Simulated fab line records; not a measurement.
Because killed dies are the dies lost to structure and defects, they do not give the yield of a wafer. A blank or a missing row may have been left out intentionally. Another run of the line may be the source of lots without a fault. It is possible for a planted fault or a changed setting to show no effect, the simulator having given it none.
Which tool is to blame? ; flow sfq-line ; 42 wafers from 14 lots sampled at 6 of the route's 325 steps

== WHAT THE GAUGES SHOWED, per wafer ==
SFQ_I6_BOW_MEAS_941.
lot;measured;on;I6_BOW (um)
L241;day 66 14:44;film-metro-02;4 3 9
L242;day 66 18:31;film-metro-03;3 -1 -7
L243;day 66 21:32;film-metro-04;-3 -6 -2
L245;day 70 06:16;film-metro-03;3 5 -9
L246;day 70 11:54;film-metro-02;23 11 23
L247;day 70 14:52;film-metro-03;10 6 10
L255;day 72 00:16;film-metro-03;8 7 22
L256;day 72 02:50;film-metro-02;1 19 13
L257;day 72 05:53;film-metro-02;20 23 14
L258;day 72 06:16;film-metro-04;11 1 -5
L259;day 72 11:54;film-metro-04;19 19 20
L261;day 72 18:16;film-metro-03;-6 0 -6
L263;day 73 20:54;film-metro-04;8 -10 -4
L264;day 73 23:50;film-metro-03;0 -1 0

SFQ_M7_OVL_MEAS_945.
lot;measured;on;M7_OVL (nm)
L241;day 73 21:28;overlay-02;-7 -6 -5
L242;day 74 02:24;overlay-02;-2 -1 3
L243;day 74 08:32;overlay-02;2 1 -1
L245;day 77 00:15;overlay-02;-1 1 0
L246;day 77 01:28;overlay-01;-3 1 -1
L247;day 77 05:03;overlay-02;10 -2 2
L255;day 80 03:50;overlay-01;2 1 7
L256;day 80 07:26;overlay-02;2 -1 1
L257;day 80 09:50;overlay-02;-5 -10 -6
L258;day 80 11:02;overlay-02;0 -1 -6
L259;day 80 18:22;overlay-02;3 4 4
L261;day 81 02:46;overlay-01;-13 -13 -12
L263;day 82 14:13;overlay-01;-1 1 -5
L264;day 82 17:48;overlay-01;-5 -5 -7

SFQ_M8_RS_MEAS_949: measurement is done with a four-point probe.
lot;measured;on;M8_AU_RS (ohm/sq)
L241;day 79 17:48;film-metro-04;0.1537 0.1576 0.1572
L242;day 79 20:13;film-metro-01;0.1534 0.1535 0.1565
L243;day 79 21:26;film-metro-01;0.1561 0.1580 0.1589
L245;day 81 13:16;film-metro-03;0.1510 0.1500 0.1505
L246;day 81 15:49;film-metro-01;0.1531 0.1548 0.1524
L247;day 82 02:59;film-metro-01;0.1534 0.1539 0.1531
L255;day 83 22:23;film-metro-04;0.1500 0.1509 0.1506
L256;day 84 15:05;film-metro-03;0.1540 0.1553 0.1203
L257;day 84 18:46;film-metro-01;0.1565 0.1537 0.1563
L258;day 84 20:03;film-metro-01;0.1525 0.1543 0.1204
L259;day 85 00:47;film-metro-04;0.1509 0.1515 0.1524
L261;day 85 06:53;film-metro-03;0.1532 0.1542 0.1516
L263;day 86 02:09;film-metro-04;0.1539 0.1534 0.1512
L264;day 86 06:53;film-metro-04;0.1540 0.1533 0.1522

SFQ_M8_THK_MEAS_950: measures by xrf.
lot;measured;on;M8_AU_THK (nm)
L241;day 79 17:55;film-metro-04;180 175 175
L242;day 79 20:20;film-metro-01;180 181 177
L243;day 79 21:32;film-metro-01;177 175 173
L245;day 81 13:23;film-metro-03;184 187 186
L246;day 81 15:54;film-metro-01;182 181 182
L247;day 82 03:06;film-metro-01;181 180 180
L255;day 83 22:30;film-metro-04;184 182 183
L256;day 84 15:13;film-metro-03;183 180 232
L257;day 84 18:52;film-metro-01;176 180 178
L258;day 84 20:10;film-metro-01;182 177 230
L259;day 85 00:53;film-metro-04;183 183 182
L261;day 85 06:59;film-metro-03;182 180 183
L263;day 86 02:14;film-metro-04;180 181 184
L264;day 86 07:01;film-metro-04;181 182 183

== EACH LOT AND THE TOOL THAT RAN IT (in order: tool; ch and the chambers of the sampled wafers; start) ==
lot;SFQ_TRILAYER_M6_STRIP_STRIP_163;SFQ_TRILAYER_M8_DEP_EVAP_196
L241;rie-metal-03 ch 0,1, day 66 10:53;pvd-sputter-02, day 79 17:17
L242;rie-metal-04 ch 0,1, day 66 14:37;pvd-sputter-01, day 79 19:41
L243;rie-metal-01 ch 0,1, day 66 17:13;pvd-sputter-02, day 79 20:53
L245;rie-metal-04 ch 0,1, day 68 12:53;pvd-sputter-01, day 81 12:44
L246;rie-metal-04 ch 0,1, day 68 15:29;pvd-sputter-01, day 81 15:14
L247;rie-metal-03 ch 0,1, day 68 16:29;pvd-sputter-01, day 82 02:27
L255;rie-metal-03 ch 0,1, day 70 04:38;pvd-sputter-01, day 83 21:52
L256;rie-metal-01 ch 0,1, day 70 05:50;pvd-sputter-02, day 84 14:35
L257;rie-metal-03 ch 0,1, day 70 07:14;pvd-sputter-01, day 84 18:13
L258;rie-metal-01 ch 0, day 70 08:14;pvd-sputter-02, day 84 19:31
L259;rie-metal-01 ch 0,1, day 70 10:50;pvd-sputter-01, day 85 00:13
L261;rie-metal-03 ch 1, day 70 21:49;pvd-sputter-01, day 85 06:20
L263;rie-metal-04 ch 0,1, day 73 10:58;pvd-sputter-01, day 86 01:35
L264;rie-metal-03 ch 0,1, day 73 13:10;pvd-sputter-01, day 86 06:23
- SFQ_TRILAYER_M6_STRIP_STRIP_163: strips in O2.
- SFQ_TRILAYER_M8_DEP_EVAP_196: material Au, target thk 180 nm, time 900 s.

== AS READ BY THE TOOLS THEMSELVES (means over the sampled wafers that have a number; for cases with no such wafer, the mark the record gives instead) ==
SFQ_TRILAYER_M6_STRIP_STRIP_163.
lot;tool;drypump-motor-current-A (A);oes-product-au (a.u.)
L241;rie-metal-03;5.5;1.007
L242;rie-metal-04;5.6;0.986
L243;rie-metal-01;6.0;0.994
L245;rie-metal-04;5.7;0.991
L246;rie-metal-04;5.7;0.998
L247;rie-metal-03;5.4;1.007
L255;rie-metal-03;5.4;1.002
L256;rie-metal-01;6.1;0.989
L257;rie-metal-03;5.7;1.003
L258;rie-metal-01;5.9;0.991
L259;rie-metal-01;6.0;0.992
L261;rie-metal-03;6.0;1.003
L263;rie-metal-04;5.7;0.992
L264;rie-metal-03;5.4;1.004

== THE ANSWER, worked out from the rows above alone ==
Rule: the usual values come from the lots themselves. The widest of any qualifying gaps counts: lots, ordered by their means at a reading, are off when they make up no more than a third of the lots, leave a main group of 4 or more, and stand apart from it by 3 or more times the standard deviation of that group's means. If all means in a main group match to the digits the tables above print for the reading, that group is not used. Also off: a lot with no number at a reading for which 4 or more lots have one. Any other lot the step has rows for is counted as sound. The gauges are gone through in route order, then the tools' own readings, and for those a lot's mean is taken as printed above. At the first step where some lot is off, the reading lying furthest off is the one used; lots without a number count as furthest.
Off: at SFQ_M8_RS_MEAS_949 (M8_AU_RS), L256, L258. The main group: mean 0.1535 ohm/sq, standard deviation 0.0021.
A tool fits if, at a process step before that reading, it ran every lot that is off, and no sound lot after the first of them. Gauges at SFQ_M8_RS_MEAS_949: tried the same way as those tools. One fits: pvd-sputter-02 at SFQ_TRILAYER_M8_DEP_EVAP_196. A fault onset in the window from L243 (day 79 20:53, its last sound lot) to L256 (day 84 14:35, its first lot off) fits.

== WHAT THE SIMULATOR HAD INSERTED ==
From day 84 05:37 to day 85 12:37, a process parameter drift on pvd-sputter-02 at SFQ_TRILAYER_M8_DEP_EVAP_196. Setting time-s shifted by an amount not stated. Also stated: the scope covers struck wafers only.
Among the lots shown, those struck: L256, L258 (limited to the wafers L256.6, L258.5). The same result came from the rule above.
